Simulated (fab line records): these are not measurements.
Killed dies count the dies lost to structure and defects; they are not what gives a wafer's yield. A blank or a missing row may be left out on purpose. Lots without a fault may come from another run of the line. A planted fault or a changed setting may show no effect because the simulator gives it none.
Chamber matching || flow gf180mcu || 4 sister chambers for GF_V4_CMP_26 on cmp-01
The step polishes, stops on SiO2, t overpolish 15 s, target thk 0 nm. 16 wafers are shown with their chamber, then 8 later ones without.

== WAFERS, EACH WITH ITS CHAMBER ==
{"wafer": "L325.1", "chamber": 2, "motor current A (A)": 11.9, "time to endpoint s (s)": 81, "head pressure psi (psi)": 3.497}
{"wafer": "L325.4", "chamber": 1, "motor current A (A)": 8.9, "time to endpoint s (s)": 86, "head pressure psi (psi)": 3.498}
{"wafer": "L325.5", "chamber": 0, "motor current A (A)": 10.0, "time to endpoint s (s)": 89, "head pressure psi (psi)": 3.493}
{"wafer": "L330.1", "chamber": 3, "motor current A (A)": 9.5, "time to endpoint s (s)": 85, "head pressure psi (psi)": 3.501}
{"wafer": "L330.2", "chamber": 0, "motor current A (A)": 9.9, "time to endpoint s (s)": 89, "head pressure psi (psi)": 3.501}
{"wafer": "L330.6", "chamber": 1, "motor current A (A)": 9.3, "time to endpoint s (s)": 87, "head pressure psi (psi)": 3.509}
{"wafer": "L332.1", "chamber": 3, "motor current A (A)": 9.8, "time to endpoint s (s)": 77, "head pressure psi (psi)": 3.512}
{"wafer": "L332.2", "chamber": 0, "motor current A (A)": 9.8, "time to endpoint s (s)": 87, "head pressure psi (psi)": 3.494}
{"wafer": "L332.5", "chamber": 2, "motor current A (A)": 11.1, "time to endpoint s (s)": 76, "head pressure psi (psi)": 3.487}
{"wafer": "L333.3", "chamber": 2, "motor current A (A)": 11.7, "time to endpoint s (s)": 77, "head pressure psi (psi)": 3.495}
{"wafer": "L333.4", "chamber": 0, "motor current A (A)": 9.7, "time to endpoint s (s)": 86, "head pressure psi (psi)": 3.504}
{"wafer": "L333.5", "chamber": 3, "motor current A (A)": 10.3, "time to endpoint s (s)": 82, "head pressure psi (psi)": 3.501}
{"wafer": "L334.2", "chamber": 1, "motor current A (A)": 9.3, "time to endpoint s (s)": 82, "head pressure psi (psi)": 3.495}
{"wafer": "L334.5", "chamber": 2, "motor current A (A)": 12.1, "time to endpoint s (s)": 83, "head pressure psi (psi)": 3.509}
{"wafer": "L334.6", "chamber": 1, "motor current A (A)": 8.9, "time to endpoint s (s)": 87, "head pressure psi (psi)": 3.496}
{"wafer": "L339.1", "chamber": 3, "motor current A (A)": 9.3, "time to endpoint s (s)": 88, "head pressure psi (psi)": 3.513}

SIGNATURES, as means of the wafers listed above
{"reading": "motor current A", "chamber 0": 9.850, "chamber 1": 9.100, "chamber 2": 11.700, "chamber 3": 9.725, "scatter within a chamber": 0.334}
{"reading": "time to endpoint s", "chamber 0": 87.75, "chamber 1": 85.50, "chamber 2": 79.25, "chamber 3": 83.00, "scatter within a chamber": 3.2}
{"reading": "head pressure psi", "chamber 0": 3.49800, "chamber 1": 3.49950, "chamber 2": 3.49700, "chamber 3": 3.50675, "scatter within a chamber": 0.00702}
Rule: a wafer lies at a distance from a chamber equal to the root of the sum of squares, over the readings, of (its reading less the chamber's mean, divided by the reading's scatter). The wafer belongs to the nearest chamber; if the next one is less than 2 further off, it can't be placed. The scatter: take each reading less its chamber's mean, square it, sum over the shown wafers, divide by the number of wafers less the number of chambers, and take the root.

== WAFERS MISSING THEIR CHAMBER ==
{"wafer": "L339.2", "motor current A (A)": 10.2, "time to endpoint s (s)": 92, "head pressure psi (psi)": 3.498}
{"wafer": "L339.4", "motor current A (A)": 8.9, "time to endpoint s (s)": 87, "head pressure psi (psi)": 3.498}
{"wafer": "L346.3", "motor current A (A)": 9.5, "time to endpoint s (s)": 83, "head pressure psi (psi)": 3.494}
{"wafer": "L346.4", "motor current A (A)": 9.7, "time to endpoint s (s)": 87, "head pressure psi (psi)": 3.498}
{"wafer": "L346.6", "motor current A (A)": 9.7, "time to endpoint s (s)": 82, "head pressure psi (psi)": 3.499}
{"wafer": "L347.2", "motor current A (A)": 9.6, "time to endpoint s (s)": 82, "head pressure psi (psi)": 3.496}
{"wafer": "L347.3", "motor current A (A)": 9.0, "time to endpoint s (s)": 85, "head pressure psi (psi)": 3.499}
{"wafer": "L347.4", "motor current A (A)": 12.7, "time to endpoint s (s)": 79, "head pressure psi (psi)": 3.504}

== THE CHAMBER EACH PASSED THROUGH ==
{"wafer": "L339.2", "from the rows above": "can't be placed: 0 or 3", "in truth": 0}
{"wafer": "L339.4", "from the rows above": 1, "in truth": 1}
{"wafer": "L346.3", "from the rows above": "can't be placed: 1 or 0 or 3", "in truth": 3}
{"wafer": "L346.4", "from the rows above": "can't be placed: 0 or 3 or 1", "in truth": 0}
{"wafer": "L346.6", "from the rows above": "can't be placed: 3 or 0 or 1", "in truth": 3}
{"wafer": "L347.2", "from the rows above": "can't be placed: 3 or 1 or 0", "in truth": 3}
{"wafer": "L347.3", "from the rows above": 1, "in truth": 1}
{"wafer": "L347.4", "from the rows above": 2, "in truth": 2}
Correct placement for 3 of the 8. These rows do not allow placing 5 (true chamber among the candidates in 5). Wrongly placed: 0.
